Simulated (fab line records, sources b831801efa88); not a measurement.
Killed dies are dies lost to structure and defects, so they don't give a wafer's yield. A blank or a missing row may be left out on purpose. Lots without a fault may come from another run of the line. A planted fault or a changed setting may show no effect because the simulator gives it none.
Which tool did it? | flow sfq_line | 13 lots, 39 wafers sampled, at 3 steps of a route of 325

WHAT THE GAUGES READ, wafer by wafer
The record holds no reading of a measuring or inspecting step that can be judged against a usual standard deviation.

WHICH TOOL RAN EACH LOT (tool, then ch and the chambers of the sampled wafers, then the start)
lot  | SFQ_TRILAYER_I0_CMP_CMP_028  | SFQ_TRILAYER_I0_METRO_MEASURE_029 | SFQ_TRILAYER_I0_VIA_ETCH_VIA_ETCH_034
L198 | cmp-01 ch 1,3, day 7 03:34   | film_metro-03, day 7 06:23        | rie_diel-01 ch 2,3, day 10 15:37
L200 | cmp-01 ch 0,2,3, day 7 15:34 | film_metro-04, day 7 18:11        | rie_diel-02 ch 0,1,3, day 11 10:49
L201 | cmp-02 ch 0,1,3, day 8 01:13 | film_metro-02, day 8 04:20        | rie_diel-02 ch 1,3, day 11 21:37
L202 | cmp-02 ch 1,2, day 8 04:13   | film_metro-04, day 8 07:32        | rie_diel-04 ch 2,3, day 12 01:13
L203 | cmp-01 ch 1,3, day 8 08:17   | film_metro-03, day 8 11:49        | rie_diel-02 ch 0,3, day 12 06:01
L205 | cmp-01 ch 2,3, day 8 14:17   | film_metro-02, day 8 17:37        | rie_diel-04 ch 0,1, day 12 14:25
L206 | cmp-01 ch 0,2,3, day 8 17:17 | film_metro-03, day 8 20:37        | rie_diel-01 ch 0,1,3, day 12 19:13
L207 | cmp-02 ch 0,1,2, day 8 23:55 | film_metro-03, day 9 02:02        | rie_diel-04 ch 0,2,3, day 12 22:49
L208 | cmp-01 ch 1,2, day 9 05:17   | film_metro-02, day 9 08:49        | rie_diel-01 ch 1,3, day 13 08:29
L209 | cmp-01 ch 1,3, day 9 08:17   | film_metro-02, day 9 11:37        | rie_diel-04 ch 2,3, day 13 12:01
L217 | cmp-02 ch 2,3, day 11 05:00  | film_metro-04, day 11 08:31       | rie_diel-01 ch 0,2,3, day 15 21:04
L219 | cmp-01 ch 0,2, day 11 19:01  | film_metro-02, day 11 22:08       | rie_diel-02 ch 1, day 16 13:53
L220 | cmp-01 ch 0,3, day 12 01:01  | film_metro-04, day 12 04:32       | rie_diel-02 ch 2,3, day 16 22:16
- SFQ_TRILAYER_I0_CMP_CMP_028: polishes SiO2.
- SFQ_TRILAYER_I0_METRO_MEASURE_029
- SFQ_TRILAYER_I0_VIA_ETCH_VIA_ETCH_034: etches SiO2 in CHF3, stops on Nb, target depth 260 nm.

WHAT THE TOOLS THEMSELVES READ (means of the sampled wafers that have a number; where no wafer has one, the mark that the record gives instead)
SFQ_TRILAYER_I0_CMP_CMP_028. Usual: edge_zone_pressure_frac 1.001, standard deviation 0.0053; motor_current_A 9.7 A, standard deviation 0.91; slurry_filter_dp_kPa 13.49 kPa, standard deviation 0.14; time_to_endpoint_s 217 s, standard deviation 7.1.
lot  | tool   | edge_zone_pressure_frac | motor_current_A (A) | slurry_filter_dp_kPa (kPa) | time_to_endpoint_s (s) | flag
L198 | cmp-01 | 1.004                   | 8.8                 | 13.44                      | 222                    |
L200 | cmp-01 | 1.000                   | 9.2                 | 13.48                      | 224                    |
L201 | cmp-02 | 1.001                   | 10.6                | 13.47                      | 219                    |
L202 | cmp-02 | 1.006                   | 9.8                 | 13.47                      | 213                    |
L203 | cmp-01 | 0.997                   | 8.8                 | 13.73                      | 224                    |
L205 | cmp-01 | 0.999                   | 8.8                 | 13.55                      | 224                    |
L206 | cmp-01 | 1.000                   | 9.0                 | 13.52                      | 216                    |
L207 | cmp-02 | 0.997                   | 9.7                 | 13.53                      | 204                    |
L208 | cmp-01 | 0.997                   | 9.2                 | 13.55                      | 219                    |
L209 | cmp-01 | 1.000                   | 8.9                 | 13.58                      | 222                    |
L217 | cmp-02 | 1.000                   | 10.9                | 13.54                      | 191                    | OFF
L219 | cmp-01 | 1.000                   | 8.9                 | 13.54                      | 216                    |
L220 | cmp-01 | 0.997                   | 8.9                 | 13.59                      | 203                    |

SFQ_TRILAYER_I0_METRO_MEASURE_029. Usual: thk_nm 200.3 nm, standard deviation 1.1.
lot  | tool          | thk_nm (nm) | flag
L198 | film_metro-03 | 201.6       |
L200 | film_metro-04 | 201.6       |
L201 | film_metro-02 | 200.1       |
L202 | film_metro-04 | 200.2       |
L203 | film_metro-03 | 200.6       |
L205 | film_metro-02 | 201.5       |
L206 | film_metro-03 | 199.7       |
L207 | film_metro-03 | 200.6       |
L208 | film_metro-02 | 201.1       |
L209 | film_metro-02 | 201.8       |
L217 | film_metro-04 | 233.2       | OFF
L219 | film_metro-02 | 199.6       |
L220 | film_metro-04 | 199.2       |

SFQ_TRILAYER_I0_VIA_ETCH_VIA_ETCH_034. Usual: bias_w 79.96 W, standard deviation 0.25; drypump_motor_current_A 5.8 A, standard deviation 0.41; oes_product_au 0.855 a.u., standard deviation 0.0049.
lot  | tool        | bias_w (W) | drypump_motor_current_A (A) | oes_product_au (a.u.) | flag
L198 | rie_diel-01 | 79.85      | 5.9                         | 0.863                 |
L200 | rie_diel-02 | 79.90      | 5.6                         | 0.857                 |
L201 | rie_diel-02 | 79.75      | 5.6                         | 0.855                 |
L202 | rie_diel-04 | 80.20      | 6.2                         | 0.853                 |
L203 | rie_diel-02 | 79.84      | 5.6                         | 0.855                 |
L205 | rie_diel-04 | 79.65      | 6.0                         | 0.856                 |
L206 | rie_diel-01 | 79.81      | 5.5                         | 0.855                 |
L207 | rie_diel-04 | 79.92      | 6.3                         | 0.860                 |
L208 | rie_diel-01 | 79.80      | 5.6                         | 0.854                 |
L209 | rie_diel-04 | 80.00      | 6.2                         | 0.861                 |
L217 | rie_diel-01 | 79.96      | 5.8                         | 0.931                 | OFF
L219 | rie_diel-02 | 80.03      | 5.5                         | 0.859                 |
L220 | rie_diel-02 | 80.11      | 5.8                         | 0.853                 |

THE ANSWER, worked out from the rows above alone
Rule: a lot is off if the mean of its wafers that have a number lies more than 3 standard deviations from the usual mean. A lot without any number at a reading at which 4 lots or more have one is off too. The other lots that the step has rows for count as sound. The gauges are gone through in route order, then the tools' own readings, and for those a lot's mean is taken as printed above. The first step at which some lot is off is used, and at that step the reading that is off furthest; a lot without a number counts as furthest.
Off: L217, at SFQ_TRILAYER_I0_CMP_CMP_028 (time_to_endpoint_s).
A tool fits if, at that step or a process step before it, it ran every lot that is off, and no sound lot after the first of them. One fits: cmp-02 at SFQ_TRILAYER_I0_CMP_CMP_028. Its last sound lot is L207 (day 8 23:55), its first lot that is off L217 (day 11 05:00): a fault that began between those two fits.

WHAT THE SIMULATOR HAD PUT IN
Process parameter drift: cmp-02, from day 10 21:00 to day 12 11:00, at SFQ_TRILAYER_I0_CMP_CMP_028. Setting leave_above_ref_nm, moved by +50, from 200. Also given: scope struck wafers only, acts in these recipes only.
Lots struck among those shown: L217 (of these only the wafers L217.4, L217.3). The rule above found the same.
